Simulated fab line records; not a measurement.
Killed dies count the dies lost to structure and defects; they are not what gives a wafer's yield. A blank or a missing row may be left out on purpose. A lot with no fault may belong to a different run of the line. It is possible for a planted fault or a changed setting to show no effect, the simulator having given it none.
Comparing a struck lot with a sound one -- flow sfqLine -- 13 steps out of a route of 325
Sound: these wafers, L753.1, L753.2, L753.5. The struck wafers were L754.2, L754.4, L754.6. At the end, the cause is stated.
At each step with rows: each side's tool, then ch and its chambers, then its first start. Under that, the readings that differ: sound wafers -- struck wafers -- difference of the means -- sigmas: that difference in standard deviations of wafers without a fault.
alike: a reading whose means differ by less than 2 such deviations, as well as words and numbers matching on both sides. not compared: withheld readings; readings where some wafer has no value; bounds like >300 that might hide an equal value; numbers whose values overlap and for which the record gives no deviation.
A row with sigmas, a row that says differs or no value, or rows on one side alone: a step with any of these is where the two part. Numbers that have no deviation but don't overlap get no sigmas and don't part them. A reading that every wafer of one side lacks parts them only if that side has two wafers or more.

first, 1 step without rows for these wafers: SFQ_TRILAYER_M0_DEP_PRE_CLEAN_020 (time 15 s).
SFQ_TRILAYER_M0_DEP_SPUTTER_019: material Nb, target thk 200 nm, time 133.3 s.
  struck on pvdSputter-04, day 9 04:04; sound on pvdSputter-04, day 9 01:41
  alike: throttleValvePct
SFQ_M0_RS_MEAS_904: a four-point-probe measurement.
  struck on filmMetro-03, day 9 04:10; sound on filmMetro-04, day 9 01:46
  alike: M0_NB_RS
then, 6 steps without rows for these wafers: SFQ_TRILAYER_M0_LITHO_COAT_026 (resist thk 62 nm); SFQ_TRILAYER_M0_LITHO_COAT_021 (resist thk 600 nm); SFQ_TRILAYER_M0_LITHO_SOFTBAKE_025; SFQ_TRILAYER_M0_LITHO_EXPOSE_022 (exposes mask M0, target cd 500 nm); SFQ_TRILAYER_M0_LITHO_PEB_024 (peb time 60 s); SFQ_TRILAYER_M0_LITHO_DEVELOP_023 (time 60 s).
-- the record jumps here: 2 days lie between the struck wafers' starts before and after --
SFQ_M0_OVL_MEAS_906:
  struck on overlay-01, day 11 12:44; sound on overlay-02, day 11 10:20
  alike: M0_OVL
SFQ_TRILAYER_M0_BARC_OPEN_METAL_ETCH_031: etches BARC in O2, target depth 125 nm, time 41.7 s.
  sound on rieMetal-01 ch 0,1, day 11 10:22; struck on rieMetal-04 ch 0, day 11 12:48
  alike: drypumpMotorCurrentA, oesProductAu, rfFwdPowerW
  not compared: rfHoursCounterH
SFQ_TRILAYER_M0_ETCH_METAL_ETCH_024: etches Nb in Cl2/Ar, stops on SiO2, target depth 240 nm, time 120 s.
  sound on rieMetal-01 ch 0,1, day 11 10:26; struck on rieMetal-04 ch 0, day 11 12:59
reading,sound,struck,difference,sigmas
rfFwdPowerW (W),598.3 598.3 597.7,695.8 693.6 694.8,+96.6,+54
model.KrF_of_TRILAYER_M0_LITHO_COAT_021.thkNm (nm),384.3 387.5 382.9,362.5 358.3 359.4,-24.8,
model.M0.featureDepthNm (nm),200.8 201.6 201.7,205 204.2 202.9,+3,
model.SiO2_of_TRILAYER_L0_CAP_PECVD_011.thkNm (nm),54.23 53.86 55.07,52.28 53 52.58,-1.77,
  alike: drypumpMotorCurrentA, oesProductAu
  not compared: rfHoursCounterH
SFQ_TRILAYER_M0_STRIP_STRIP_025: strips in O2.
  sound on rieMetal-01 ch 0,1, day 11 10:34; struck on rieMetal-04 ch 0, day 11 13:32
  alike: drypumpMotorCurrentA, oesProductAu
  not compared: rfHoursCounterH

## WHERE THEY PART
SFQ_TRILAYER_M0_ETCH_METAL_ETCH_024 only, going by this record. Later steps at which nothing parts them and some readings are alike: SFQ_TRILAYER_M0_STRIP_STRIP_025.

WHY: what the simulator had put in
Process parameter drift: rieMetal-04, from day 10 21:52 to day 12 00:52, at SFQ_TRILAYER_M0_ETCH_METAL_ETCH_024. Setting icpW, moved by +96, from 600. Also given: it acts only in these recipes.
